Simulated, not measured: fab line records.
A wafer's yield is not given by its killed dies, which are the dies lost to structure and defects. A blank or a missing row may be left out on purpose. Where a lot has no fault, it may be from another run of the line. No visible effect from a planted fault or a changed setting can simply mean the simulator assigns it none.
Which tool was responsible? + flow sky130 + Sampling: 11 lots, 33 wafers, 6 of 708 route steps

WHAT THE GAUGES SHOWED, per wafer
SKY_FIELD_ISO_THK_MEAS_25.
| lot  | measured    | on            | FIELD_ISO_CVD_24_THK (nm) |
|------|-------------|---------------|---------------------------|
| L876 | day 2 08:59 | film metro-04 | 596 595 595               |
| L877 | day 2 13:56 | film metro-01 | 591 590 587               |
| L879 | day 3 01:10 | film metro-04 | 596 598 605               |
| L880 | day 3 05:11 | film metro-01 | 597 588 599               |
| L882 | day 3 13:59 | film metro-04 | 592 589 589               |
| L890 | day 5 07:42 | film metro-03 | 592 591 597               |
| L894 | day 6 03:11 | film metro-04 | 588 604 594               |
| L895 | day 6 12:14 | film metro-01 | 592 604 601               |
| L896 | day 6 19:56 | film metro-03 | 614 607 599               |
| L897 | day 7 00:16 | film metro-01 | 596 592 600               |
| L898 | day 7 06:04 | film metro-04 | 595 584 596               |

SKY_NWELL_TW_MEAS_15.
| lot  | measured     | on            | NWELL_TW       |
|------|--------------|---------------|----------------|
| L876 | day 4 14:41  | film metro-01 | 1810 1819 1814 |
| L877 | day 4 20:11  | film metro-01 | 1823 1811 1830 |
| L879 | day 5 10:27  | film metro-03 | 1784 1786 1784 |
| L880 | day 5 13:46  | film metro-02 | 1733 1737 1723 |
| L882 | day 6 03:01  | film metro-03 | 1754 1756 1759 |
| L890 | day 8 00:48  | film metro-02 | 1772 1772 1777 |
| L894 | day 8 19:51  | film metro-03 | 1821 1829 1825 |
| L895 | day 9 05:40  | film metro-02 | 1792 1786 1787 |
| L896 | day 9 13:30  | film metro-03 | 1814 1819 1810 |
| L897 | day 9 20:49  | film metro-03 | 1812 1804 1805 |
| L898 | day 10 03:55 | film metro-03 | 1821 1833 1818 |

SKY_NWELL_RS_MEAS_29: measures by four-point-probe.
| lot  | measured     | on            | NWELL_RS (ohm/sq) |
|------|--------------|---------------|-------------------|
| L876 | day 5 09:28  | film metro-01 | 622.1 623.4 623.3 |
| L877 | day 5 14:35  | film metro-01 | 623.0 627.5 625.4 |
| L879 | day 6 04:37  | film metro-02 | 659.2 658.6 659.4 |
| L880 | day 6 08:37  | film metro-01 | 665.8 663.7 665.1 |
| L882 | day 6 22:01  | film metro-02 | 663.1 664.3 664.1 |
| L890 | day 8 21:46  | film metro-01 | 626.6 626.2 625.1 |
| L894 | day 9 17:11  | film metro-01 | 629.8 630.3 630.4 |
| L895 | day 10 03:29 | film metro-01 | 625.2 624.8 624.7 |
| L896 | day 10 12:07 | film metro-03 | 625.6 626.5 626.0 |
| L897 | day 10 19:32 | film metro-03 | 621.7 624.8 624.4 |
| L898 | day 11 02:46 | film metro-01 | 622.5 624.7 623.5 |

EACH LOT AND THE TOOL THAT RAN IT (in order: tool; ch and the chambers of the sampled wafers; start)
| lot  | SKY_FIELD_ISO_ETCH_17           | SKY_FIELD_ISO_CMP_27         | SKY_NWELL_IMPLANT_11            |
|------|---------------------------------|------------------------------|---------------------------------|
| L876 | rie si-02 ch 2,3, day 2 07:18   | cmp-02 ch 0,1,3, day 2 10:39 | implanter-03 ch 0, day 4 14:08  |
| L877 | rie si-01 ch 0,1,3, day 2 11:14 | cmp-02 ch 0,1,3, day 2 16:33 | implanter-03 ch 0, day 4 19:38  |
| L879 | rie si-01 ch 0,3, day 2 22:21   | cmp-01 ch 0,1,2, day 3 03:58 | implanter-03 ch 0, day 5 09:54  |
| L880 | rie si-02 ch 0,2,3, day 3 01:41 | cmp-02 ch 0,1, day 3 06:44   | implanter-03 ch 0, day 5 13:14  |
| L882 | rie si-01 ch 0,1,3, day 3 11:17 | cmp-02 ch 1,2,3, day 3 16:35 | implanter-03 ch 0, day 6 02:28  |
| L890 | rie si-02 ch 0,1,2, day 5 06:03 | cmp-02 ch 0,1,2, day 5 10:22 | implanter-02 ch 0, day 8 00:15  |
| L894 | rie si-01 ch 0,1,2, day 6 01:32 | cmp-02 ch 1,2,3, day 6 04:47 | implanter-03 ch 0, day 8 19:18  |
| L895 | rie si-02 ch 0,3, day 6 10:35   | cmp-02 ch 1,2,3, day 6 13:51 | implanter-03 ch 0, day 9 05:07  |
| L896 | rie si-02 ch 0,2,3, day 6 18:15 | cmp-02 ch 0,1,3, day 6 21:36 | implanter-03 ch 0, day 9 12:57  |
| L897 | rie si-01 ch 0,2,3, day 6 22:36 | cmp-02 ch 1,2,3, day 7 01:49 | implanter-03 ch 0, day 9 20:17  |
| L898 | rie si-01 ch 1,2,3, day 7 03:20 | cmp-01 ch 0,1,2, day 7 08:43 | implanter-03 ch 0, day 10 03:22 |
- SKY_FIELD_ISO_ETCH_17: etches Si in HBr/Cl2/O2, target depth 342 nm, time 97.7 s.
- SKY_FIELD_ISO_CMP_27: polishes, stops on Si3N4, t overpolish 16 s, target thk 457.8 nm.
- SKY_NWELL_IMPLANT_11

WHAT THE TOOLS THEMSELVES READ (means of the sampled wafers that have a number; where no wafer has one, the mark that the record gives instead)
SKY_FIELD_ISO_ETCH_17.
| lot  | tool      | drypump motor current A (A) | mfc cl2 sccm (sccm) | oes product au (a.u.) | throttle valve pct (%) |
|------|-----------|-----------------------------|---------------------|-----------------------|------------------------|
| L876 | rie si-02 | 5.8                         | 39.95               | 0.998                 | 25.655                 |
| L877 | rie si-01 | 5.3                         | 40.03               | 0.992                 | 25.662                 |
| L879 | rie si-01 | 5.0                         | 39.92               | 0.990                 | 25.654                 |
| L880 | rie si-02 | 5.6                         | 40.00               | 1.005                 | 25.655                 |
| L882 | rie si-01 | 5.3                         | 40.00               | 0.993                 | 25.654                 |
| L890 | rie si-02 | 5.8                         | 40.12               | 1.008                 | 25.649                 |
| L894 | rie si-01 | 5.7                         | 39.91               | 1.002                 | 25.650                 |
| L895 | rie si-02 | 5.5                         | 39.92               | 1.002                 | 25.644                 |
| L896 | rie si-02 | 5.6                         | 39.99               | 0.995                 | 25.669                 |
| L897 | rie si-01 | 5.5                         | 40.07               | 1.003                 | 25.645                 |
| L898 | rie si-01 | 5.8                         | 40.22               | 1.010                 | 25.641                 |

SKY_FIELD_ISO_CMP_27.
| lot  | tool   | motor current A (A) | overpolish run s (s) | time to endpoint s (s) |
|------|--------|---------------------|----------------------|------------------------|
| L876 | cmp-02 | 11.7                | 16.002               | 116                    |
| L877 | cmp-02 | 11.5                | 15.989               | 114                    |
| L879 | cmp-01 | 12.3                | 16.007               | 105                    |
| L880 | cmp-02 | 12.1                | 15.997               | 108                    |
| L882 | cmp-02 | 11.2                | 16.001               | 115                    |
| L890 | cmp-02 | 11.9                | 16.002               | 113                    |
| L894 | cmp-02 | 11.5                | 15.996               | 116                    |
| L895 | cmp-02 | 11.3                | 16.005               | 111                    |
| L896 | cmp-02 | 11.6                | 15.998               | 113                    |
| L897 | cmp-02 | 11.8                | 16.000               | 112                    |
| L898 | cmp-01 | 12.3                | 16.000               | 107                    |

SKY_NWELL_IMPLANT_11.
| lot  | tool         | beam energy keV |
|------|--------------|-----------------|
| L876 | implanter-03 | 399.97          |
| L877 | implanter-03 | 400.24          |
| L879 | implanter-03 | 315.33          |
| L880 | implanter-03 | 315.18          |
| L882 | implanter-03 | 315.18          |
| L890 | implanter-02 | 399.97          |
| L894 | implanter-03 | 400.01          |
| L895 | implanter-03 | 399.94          |
| L896 | implanter-03 | 400.03          |
| L897 | implanter-03 | 399.90          |
| L898 | implanter-03 | 399.92          |

THE ANSWER, worked out from the rows above alone
Rule: the usual values come from the lots themselves. Put in order of their means at a reading, lots are off if they are a third of the lots or fewer, leave a main group of 4 or more, and stand apart from it by a gap of 3 or more times the standard deviation of the main group's means; of several such gaps the widest counts. The tables above print the reading to a certain number of digits; a main group whose means all agree to those digits is not used. A lot without any number at a reading at which 4 lots or more have one is off too. Any other lot the step has rows for is counted as sound. Order of review: gauges by route order, followed by the tools' own readings, for which a lot's mean as printed above is used. At the first step where some lot is off, the reading lying furthest off is the one used; lots without a number count as furthest.
Off: L879, L880, L882, seen at SKY_NWELL_RS_MEAS_29 (NWELL_RS). The main group: mean 625.3 ohm/sq, standard deviation 2.1.
If a tool, at a process step before that reading, ran all the lots that are off and no sound lot after the first of them, it fits. Not tried: the gauges at SKY_NWELL_RS_MEAS_29; whatever is off there is also off at SKY_NWELL_IMPLANT_11, on other tools, and gauge error can't account for it. Of those tried, none fits.

WHAT WAS PUT IN BY THE SIMULATOR
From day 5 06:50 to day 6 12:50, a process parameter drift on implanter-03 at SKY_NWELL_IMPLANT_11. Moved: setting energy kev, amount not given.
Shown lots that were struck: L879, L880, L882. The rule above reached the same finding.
